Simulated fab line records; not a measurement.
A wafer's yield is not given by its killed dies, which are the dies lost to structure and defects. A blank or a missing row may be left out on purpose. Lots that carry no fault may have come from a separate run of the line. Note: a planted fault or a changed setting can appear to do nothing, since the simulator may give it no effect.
8D (eight disciplines) problem report, filled in by code | flow sky130 | the parts of the form that need people (team, actions taken, sign-off) are left out

1. WHAT IS WRONG
Mean of run_length_s at SKY_SONOS_ONO_WET_ETCH_16: 642 s across 9 wafers in 3 lots; on wafers with no fault it is 309 s (standard deviation 4.2). That puts it +79 standard deviations away from the usual mean.
The step: etches SiO2 in dHF, target depth 14 nm, time 280 s.
Earliest sighting: wafer L655.1 on wet_bench-03 at day 18 03:16. Wafers with a number at this step in the record: 15, from 5 lots. By rule, "out" or "out of limits" means more than 4 standard deviations away from the usual mean. The rest of the wafers with a number are treated as sound.

2. WHAT IT IS, WHAT IT ISN'T
question                    | is                     | is not
which readings at this step | run_length_s           | -
which lots                  | L655, L656, L657       | L650, L661
which wafers of those lots  | all that have a number | -
read on which tools         | wet_bench-03           | wet_bench-04
when                        | from day 18 03:16      | up to then (3 sound wafers); but 3 sound wafers of L661 came after

3. WHAT RULES OUT EACH SUSPECT
Counting: a tool at a process step up to the reading stays a suspect if it ran every lot that is out and no sound lot after the first of them.
- wet_bench-03 at SKY_SONOS_ONO_WET_ETCH_16 (etches SiO2 in dHF, target depth 14 nm, time 280 s): kept. Every lot that is out went through it, starting with L655 (day 18 03:16), and after that it ran no sound lot; the last sound lot it ran before then is L650 (day 16 13:32). Out on those wafers are its own readings of run_length_s.
Left after counting: wet_bench-03 at SKY_SONOS_ONO_WET_ETCH_16.

4. THE CAUSE (what the simulator had put in)
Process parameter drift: wet_bench-03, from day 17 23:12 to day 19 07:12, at SKY_SONOS_ONO_WET_ETCH_16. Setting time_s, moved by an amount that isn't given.
This tool alone remained once counting was done.

5. SEQUENCE OF EFFECTS, ordered by route
Each row: a reading where the mean over the struck wafers with a number is more than 3 standard deviations away from the usual. Readings are gone through only where the record gives a usual standard deviation; hours: the median, over the lots, of the time from a lot's start at the first step in this table giving one to that lot's start at this step; sigmas: the change measured in usual standard deviations.
hours | step                      | reading      | usual | on struck wafers | change | sigmas
0     | SKY_SONOS_ONO_WET_ETCH_16 | run_length_s | 309 s | 642              | +333   | +79
Process steps it contains:
- SKY_SONOS_ONO_WET_ETCH_16: etches SiO2 in dHF, target depth 14 nm, time 280 s.

6. WHAT WOULD HAVE CAUGHT IT SOONER
First out-of-limits reading in this record: day 18 03:16, which is 4 hours after fault onset at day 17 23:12.
